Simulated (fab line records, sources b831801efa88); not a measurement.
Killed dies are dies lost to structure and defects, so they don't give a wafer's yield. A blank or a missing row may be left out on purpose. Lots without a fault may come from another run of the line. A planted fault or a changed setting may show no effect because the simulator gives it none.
Problem report in the 8D (eight disciplines) form, filled by code | flow gf180mcu | the parts of the form that need people (team, actions taken, sign-off) are left out

1. THE PROBLEM
VT_IMPLANT_2_TW at GF_VT_IMPLANT_TW_MEAS_21 reads a mean of 1289 on 6 wafers of 2 lots; wafers without a fault read 1218 with a standard deviation of 11. That is +6.5 standard deviations from the usual mean.
First seen on wafer L827.3, day 9 13:10, on film_metro-01. The record holds 39 wafers of 13 lots with a number at this step. Rule for "out", or "out of limits": more than 4 standard deviations from the usual mean. The other wafers with a number count as sound.

2. WHAT IT IS AND WHAT IT IS NOT
question                    | is                     | is not
which readings at this step | VT_IMPLANT_2_TW        | -
which lots                  | L827, L829             | L816, L818, L819, L820, L823, L825, L826, L828, L830, L837, L838
which wafers of those lots  | all that have a number | -
read on which gauges        | film_metro-01          | film_metro-02, film_metro-04
when                        | from day 9 13:10       | up to then (21 sound wafers); but 12 sound wafers of L828, L830, L837, L838 came after

3. SUSPECTS, AND WHAT RULES EACH OUT
Counting: a tool at a process step up to the reading stays a suspect if it ran every lot that is out and no sound lot after the first of them.
- the gauge at GF_VT_IMPLANT_TW_MEAS_21: ruled out. All the wafers that are out were read on film_metro-01, but those of them that GF_VT_IMPLANT_IMPLANT_19 has rows for are out there too, on other tools.
- implanter-03 at GF_VT_IMPLANT_IMPLANT_19: kept. It ran every lot that is out, first L827 (day 9 12:57), and no sound lot after that; its last sound lot up to then is L826 (day 9 06:35). Its own readings are out on those wafers: beam_energy_keV.
Left after counting: implanter-03 at GF_VT_IMPLANT_IMPLANT_19.

4. THE CAUSE (what the simulator had put in)
Process parameter drift: implanter-03, from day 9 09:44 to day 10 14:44, at GF_VT_IMPLANT_IMPLANT_19. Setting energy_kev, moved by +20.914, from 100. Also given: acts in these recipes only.
Counting left only this tool.

5. THE CHAIN OF EFFECTS, in route order
Each row: a reading whose mean over the struck wafers that have a number lies more than 3 standard deviations from the usual. Only readings for which the record gives a usual standard deviation are gone through. hours: the time from each lot's start at the first step in this table that gives one to its start at this step, as a median over the lots. sigmas: the change in usual standard deviations.
hours | step                     | reading         | usual  | on struck wafers | change | sigmas
0     | GF_VT_IMPLANT_IMPLANT_19 | beam_energy_keV | 100.00 | 120.94           | +20.94 | +99 or more
0     | GF_VT_IMPLANT_TW_MEAS_21 | VT_IMPLANT_2_TW | 1218   | 1289             | +71    | +6.5
The process steps in it:
- GF_VT_IMPLANT_IMPLANT_19

6. WHAT WOULD HAVE CAUGHT IT SOONER
In this record the first reading out of limits at a measuring or inspecting step was taken at day 9 13:10, 3 hours after the fault began at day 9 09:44.
The tool's own readings at GF_VT_IMPLANT_IMPLANT_19 were out on every struck wafer that the step has a row for (beam_energy_keV): an alarm limit on them would have fired on the first of those.
Of the lots that are out (2), L829 began GF_VT_IMPLANT_IMPLANT_19 on implanter-03 after day 9 13:10. A hold on the tool at that time would have spared it.
